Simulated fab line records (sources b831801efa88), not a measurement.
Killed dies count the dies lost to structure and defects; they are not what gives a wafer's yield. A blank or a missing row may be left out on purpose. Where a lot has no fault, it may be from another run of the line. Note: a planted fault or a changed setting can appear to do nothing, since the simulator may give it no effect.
Problem report in the 8D (eight disciplines) form, filled by code ; flow sky130 ; the parts of the form that need people (team, actions taken, sign-off) are left out

== 1. PROBLEM STATEMENT ==
Wafers without a fault read 36.89 s, standard deviation 0.11; stripTimeToEndpointS at SKY_PWDE_STRIP_09 reads a mean of 12.86 s on 5 wafers belonging to 2 lots. So: -99 or more standard deviations from the usual mean.
The step: strips in O2/N2.
The first sign was on wafer L340.3 at day 6 08:08, on plasmaAsher-01. The record holds 36 wafers of 12 lots with a number at this step. Rule for "out", or "out of limits": more than 4 standard deviations from the usual mean. All remaining wafers that have a number are taken as sound.

== 2. WHAT IT IS, WHAT IT ISN'T ==
question;is;is not
which readings at this step;stripTimeToEndpointS;drypumpMotorCurrentA
which lots;L340, L341;L331, L332, L333, L335, L336, L338, L345, L348, L349, L350
which wafers of those lots;L340.3, L340.5, L341.2, L341.3, L341.5;L340.4
read on which tools;plasmaAsher-01;plasmaAsher-02, plasmaAsher-04
when;from day 6 08:08;"up to then (19 sound wafers); but 12 sound wafers of L345, L348, L349, L350 came after"

== 3. SUSPECTS, AND WHAT RULES EACH OUT ==
Counting: any tool at a process step up to the reading remains a suspect provided it ran every lot that is out. Sound lots after the first of them don't rule it out here, since some wafers of a struck lot are sound.
- lithoTrack-04 at SKY_PWDE_COAT_02 (resist thk 3000 nm): kept. Ran every lot that is out, first one L340 (day 5 22:08); last sound lot up to then L338 (day 5 09:35).
- plasmaAsher-01 at SKY_PWDE_STRIP_09 (strips in O2/N2): kept. Ran every lot that is out, first one L340 (day 6 08:08); last sound lot up to then L332 (day 4 10:32). Out on those wafers are its own readings of stripTimeToEndpointS.
What counting leaves: lithoTrack-04 at SKY_PWDE_COAT_02 and plasmaAsher-01 at SKY_PWDE_STRIP_09.

== 4. THE CAUSE (what the simulator had put in) ==
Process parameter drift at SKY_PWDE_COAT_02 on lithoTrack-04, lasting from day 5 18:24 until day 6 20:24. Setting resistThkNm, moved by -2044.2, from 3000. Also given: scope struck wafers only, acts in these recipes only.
2 suspects survive the count, and this tool is in that group.

== 5. THE CHAIN OF EFFECTS, in route order ==
Rows list readings where the struck wafers' mean (over those with a number) sits beyond 3 standard deviations from the usual. Only readings for which the record gives a usual standard deviation are gone through. hours: the time from each lot's start at the first step in this table that gives one to its start at this step, as a median over the lots. sigmas: the change in usual standard deviations.
hours;step;reading;usual;on struck wafers;change;sigmas
0;SKY_PWDE_STRIP_09;stripTimeToEndpointS;36.89 s;12.86;-24.03;-99 or more
1017;SKY_PAD_OPEN_PROBE_99;killedAtFrontEnd;16;413;+397;+85
1017;SKY_PAD_OPEN_PROBE_99;killedDies;87;480;+393;+40
1017;SKY_PAD_OPEN_PROBE_99;killedOnRim;17;96;+79;+21
Here are the process steps it includes:
- SKY_PWDE_STRIP_09: strips in O2/N2.
- SKY_PAD_OPEN_PROBE_99

== 6. HOW IT WOULD HAVE BEEN CAUGHT EARLIER ==
14 hours passed between the start of the fault at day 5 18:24 and the first reading out of limits in this record, taken at day 6 08:08.
By day 6 08:08 the whole set of lots that are out, 2 in number, had already begun SKY_PWDE_COAT_02 on lithoTrack-04. Had the tool been put on hold then, not one of them would have been saved.
